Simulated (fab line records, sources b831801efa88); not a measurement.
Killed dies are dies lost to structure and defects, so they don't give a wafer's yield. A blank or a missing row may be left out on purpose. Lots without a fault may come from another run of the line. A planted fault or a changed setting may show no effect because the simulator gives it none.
Chamber matching | flow sky130 | SKY_POLY_GATE_ETCH_16 on rie_diel-01: 4 sister chambers
The step etches Si3N4 in CH3F/O2, stops on poly-Si, time 147.5 s, target depth 75 nm. 8 wafers are shown with their chamber, then 8 later ones without.

WAFERS WITH THEIR CHAMBER
wafer  | chamber | drypump_motor_current_A (A) | ch3f_flow_sccm (sccm)
L081.6 | 0       | 5.5                         | 39.90
L082.1 | 1       | 6.0                         | 39.92
L086.1 | 0       | 5.6                         | 39.88
L086.2 | 2       | 6.3                         | 40.29
L086.3 | 1       | 6.0                         | 40.07
L087.4 | 2       | 6.3                         | 40.04
L087.6 | 3       | 5.5                         | 39.89
L088.3 | 3       | 5.5                         | 39.80

WAFERS WITHOUT THEIR CHAMBER
wafer  | drypump_motor_current_A (A) | ch3f_flow_sccm (sccm)
L088.4 | 5.6                         | 39.95
L088.6 | 6.0                         | 39.98
L095.3 | 5.4                         | 39.92
L095.4 | 6.3                         | 39.93
L095.5 | 5.6                         | 39.95
L096.1 | 5.5                         | 40.08
L096.4 | 5.5                         | 40.01
L096.6 | 6.3                         | 40.05

WHICH CHAMBER EACH WENT THROUGH
wafer  | from the rows above     | in truth
L088.4 | can't be placed: 0 or 3 | 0
L088.6 | 1                       | 1
L095.3 | can't be placed: 3 or 0 | 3
L095.4 | 2                       | 2
L095.5 | can't be placed: 0 or 3 | 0
L096.1 | can't be placed: 3 or 0 | 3
L096.4 | can't be placed: 3 or 0 | 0
L096.6 | 2                       | 2
Placed correctly: 3 of 8. Can't be placed from these rows: 5 (the true chamber is among the candidates in 5). Placed wrongly: 0.
How it was worked out, from the rows above alone: a wafer's distance from a chamber is the root of the sum, over the readings, of the square of ((its reading less the chamber's mean) divided by the reading's scatter). The wafer belongs to the nearest chamber; if the next one is less than 2 further off, it can't be placed. A chamber's mean is the mean of its shown wafers. The scatter: the root of (the sum of the squares of (reading less its chamber's mean) over the shown wafers, divided by (wafers less chambers)).
